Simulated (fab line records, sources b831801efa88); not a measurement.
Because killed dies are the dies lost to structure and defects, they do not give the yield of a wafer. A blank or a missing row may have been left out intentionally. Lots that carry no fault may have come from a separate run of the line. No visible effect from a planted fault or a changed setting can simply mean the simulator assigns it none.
Which of the tools did it? -- flow sky130 -- 36 wafers from 12 lots sampled at 2 of the route's 708 steps

WHAT EACH GAUGE READ, for each wafer
SKY_POLY_GATE_OVL_MEAS_14.
lot,measured,on,POLY_GATE_OVL (nm)
L075,day 16 20:07,overlay-02,2 1 5
L077,day 17 05:37,overlay-01,-12 -10 -10
L079,day 18 07:25,overlay-02,1 -5 -1
L081,day 19 03:08,overlay-02,-10 -6 -6
L083,day 19 17:13,overlay-01,-3 -6 2
L085,day 20 10:48,overlay-01,-2 -1 -6
L087,day 21 06:31,overlay-02,-6 1 -2
L089,day 21 22:25,overlay-02,-2 -2 2
L091,day 22 20:09,overlay-01,9 5 8
L093,day 23 09:01,overlay-02,-1 -7 -2
L095,day 24 05:19,overlay-02,5 -4 -10
L097,day 25 06:28,overlay-02,1 -4 -6

EACH LOT AND THE TOOL THAT RAN IT (in order: tool; ch and the chambers of the sampled wafers; start)
lot,SKY_GATE_OXIDE_STRIP_13
L075,"plasma_asher-03 ch 0, day 14 07:16"
L077,"plasma_asher-04 ch 0, day 14 14:23"
L079,"plasma_asher-03 ch 0,1, day 15 15:01"
L081,"plasma_asher-04 ch 0,1, day 16 09:25"
L083,"plasma_asher-04 ch 0,1, day 16 20:13"
L085,"plasma_asher-04 ch 0,1, day 17 15:41"
L087,"plasma_asher-03 ch 0,1, day 18 10:37"
L089,"plasma_asher-04 ch 0,1, day 19 03:16"
L091,"plasma_asher-03 ch 1, day 20 00:50"
L093,"plasma_asher-01 ch 0,1, day 20 15:00"
L095,"plasma_asher-03 ch 0,1, day 21 07:28"
L097,"plasma_asher-01 ch 0,1, day 22 13:01"
- SKY_GATE_OXIDE_STRIP_13: strips in O2/N2.

THE ANSWER, worked out from the rows above alone
Rule: the usual values come from the lots themselves. The widest of any qualifying gaps counts: lots, ordered by their means at a reading, are off when they make up no more than a third of the lots, leave a main group of 4 or more, and stand apart from it by 3 or more times the standard deviation of that group's means. If all means in a main group match to the digits the tables above print for the reading, that group is not used. Also off: a lot with no number at a reading for which 4 or more lots have one. The other lots that the step has rows for count as sound.
Nothing can be told from this: no lot is off at any reading shown.

WHAT THE SIMULATOR PUT IN
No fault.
